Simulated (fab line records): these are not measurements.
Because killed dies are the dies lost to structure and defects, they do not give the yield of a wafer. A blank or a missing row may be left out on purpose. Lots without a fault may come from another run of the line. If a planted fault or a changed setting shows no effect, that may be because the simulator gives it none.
What tool caused it? | flow sky130 | 11 lots, 33 wafers sampled, at 2 steps of a route of 708

## WHAT THE GAUGES READ, wafer by wafer
SKY_NWELL_TW_MEAS_26.
lot  | measured     | on            | NWELL_2_TW
L266 | day 5 10:56  | film-metro-03 | 495.7 495.5 492.9
L269 | day 7 08:43  | film-metro-04 | 497.2 497.2 495.8
L270 | day 7 09:14  | film-metro-04 | 495.7 499.4 497.0
L274 | day 7 22:11  | film-metro-01 | 496.1 496.4 495.7
L276 | day 8 03:34  | film-metro-03 | 496.9 492.7 496.5
L281 | day 9 18:22  | film-metro-01 | 495.2 494.6 496.0
L283 | day 10 09:29 | film-metro-03 | 497.1 498.3 499.2
L285 | day 10 15:38 | film-metro-01 | 495.8 495.3 493.4
L286 | day 10 21:21 | film-metro-03 | 499.4 499.1 498.1
L287 | day 10 23:44 | film-metro-01 | 493.7 495.8 491.8
L288 | day 11 06:55 | film-metro-04 | 493.7 495.0 494.8

## WHAT TOOL EACH LOT RAN ON (gives the tool, then ch and the chambers of the sampled wafers, and finally the start)
lot  | SKY_FIELD_ISO_ETCH_14
L266 | rie-diel-04 ch 1,3, day 2 12:04
L269 | rie-diel-04 ch 0,1, day 3 06:37
L270 | rie-diel-03 ch 0,3, day 3 09:25
L274 | rie-diel-02 ch 0,2, day 4 06:33
L276 | rie-diel-02 ch 0,1,2, day 4 16:04
L281 | rie-diel-03 ch 0,2,3, day 5 15:59
L283 | rie-diel-03 ch 0,1,3, day 6 01:22
L285 | rie-diel-02 ch 0,1, day 6 15:25
L286 | rie-diel-04 ch 0,1, day 6 23:28
L287 | rie-diel-03 ch 0,1,2, day 7 00:26
L288 | rie-diel-02 ch 0,1,2, day 7 08:58
- SKY_FIELD_ISO_ETCH_14: etches BARC in N2/H2, stops on SiO2, time 45.9 s, target depth 60 nm.

## THE ANSWER, worked out from the rows above alone
Rule: what is usual is taken from the lots themselves. The widest of any qualifying gaps counts: lots, ordered by their means at a reading, are off when they make up no more than a third of the lots, leave a main group of 4 or more, and stand apart from it by 3 or more times the standard deviation of that group's means. If all means in a main group match to the digits the tables above print for the reading, that group is not used. A lot without any number at a reading at which 4 lots or more have one is off too. The other lots that the step has rows for count as sound.
Nothing can be told from this: no lot is off at any reading shown.

## WHAT THE SIMULATOR HAD INSERTED
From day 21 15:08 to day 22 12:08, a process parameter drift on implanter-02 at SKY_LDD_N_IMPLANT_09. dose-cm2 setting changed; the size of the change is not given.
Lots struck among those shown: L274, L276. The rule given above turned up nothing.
